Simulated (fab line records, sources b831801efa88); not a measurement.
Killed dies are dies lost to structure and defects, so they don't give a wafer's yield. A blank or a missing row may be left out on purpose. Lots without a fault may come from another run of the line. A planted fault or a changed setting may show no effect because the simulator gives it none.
Which tool did it? | flow gf180mcu | 6 lots, 18 wafers sampled, at 3 steps of a route of 602

WHAT THE GAUGES READ, wafer by wafer
GF_VT_IMPLANT_RS_MEAS_46: measures by four-point-probe.
lot  | measured     | on            | MVSD_RS (ohm/sq)
L604 | day 8 09:52  | film_metro-04 | 456.6 455.9 455.9
L606 | day 8 23:07  | film_metro-01 | 458.0 458.5 458.5
L611 | day 10 08:14 | film_metro-02 | 512.2 512.2 512.1
L614 | day 11 03:46 | film_metro-04 | 457.3 455.6 457.2
L620 | day 12 21:58 | film_metro-01 | 458.4 459.1 456.8
L624 | day 14 06:20 | film_metro-01 | 458.1 457.0 457.6

WHICH TOOL RAN EACH LOT (tool, then ch and the chambers of the sampled wafers, then the start)
lot  | GF_LVPWELL_STRIP_10                 | GF_MVSD_IMPLANT_09
L604 | plasma_asher-02 ch 0,1, day 4 14:43 | implanter-03 ch 0, day 5 04:49
L606 | plasma_asher-04 ch 0, day 5 00:40   | implanter-04 ch 0, day 5 15:01
L611 | plasma_asher-04 ch 0,1, day 6 05:10 | implanter-04 ch 0, day 6 19:58
L614 | plasma_asher-04 ch 0,1, day 6 21:50 | implanter-03 ch 0, day 7 13:58
L620 | plasma_asher-04 ch 0,1, day 8 08:13 | implanter-02 ch 0, day 9 01:37
L624 | plasma_asher-01 ch 0,1, day 9 11:46 | implanter-02 ch 0, day 10 05:43
- GF_LVPWELL_STRIP_10: strips in O2/N2.
- GF_MVSD_IMPLANT_09

THE ANSWER, worked out from the rows above alone
Rule: what is usual is taken from the lots themselves. Put in order of their means at a reading, lots are off if they are a third of the lots or fewer, leave a main group of 4 or more, and stand apart from it by a gap of 3 or more times the standard deviation of the main group's means; of several such gaps the widest counts. A main group whose means are all the same, to the digits that the tables above print for the reading, isn't used. A lot without any number at a reading at which 4 lots or more have one is off too. The other lots that the step has rows for count as sound.
Off: L611, at GF_VT_IMPLANT_RS_MEAS_46 (MVSD_RS). The main group: mean 457.4 ohm/sq, standard deviation 0.83.
A tool fits if, at a process step before that reading, it ran every lot that is off, and no sound lot after the first of them. The gauges at GF_VT_IMPLANT_RS_MEAS_46 are tried like those tools. Can't be told from this: 2 tools fit, implanter-04 at GF_MVSD_IMPLANT_09, film_metro-02 at GF_VT_IMPLANT_RS_MEAS_46.

WHAT THE SIMULATOR HAD PUT IN
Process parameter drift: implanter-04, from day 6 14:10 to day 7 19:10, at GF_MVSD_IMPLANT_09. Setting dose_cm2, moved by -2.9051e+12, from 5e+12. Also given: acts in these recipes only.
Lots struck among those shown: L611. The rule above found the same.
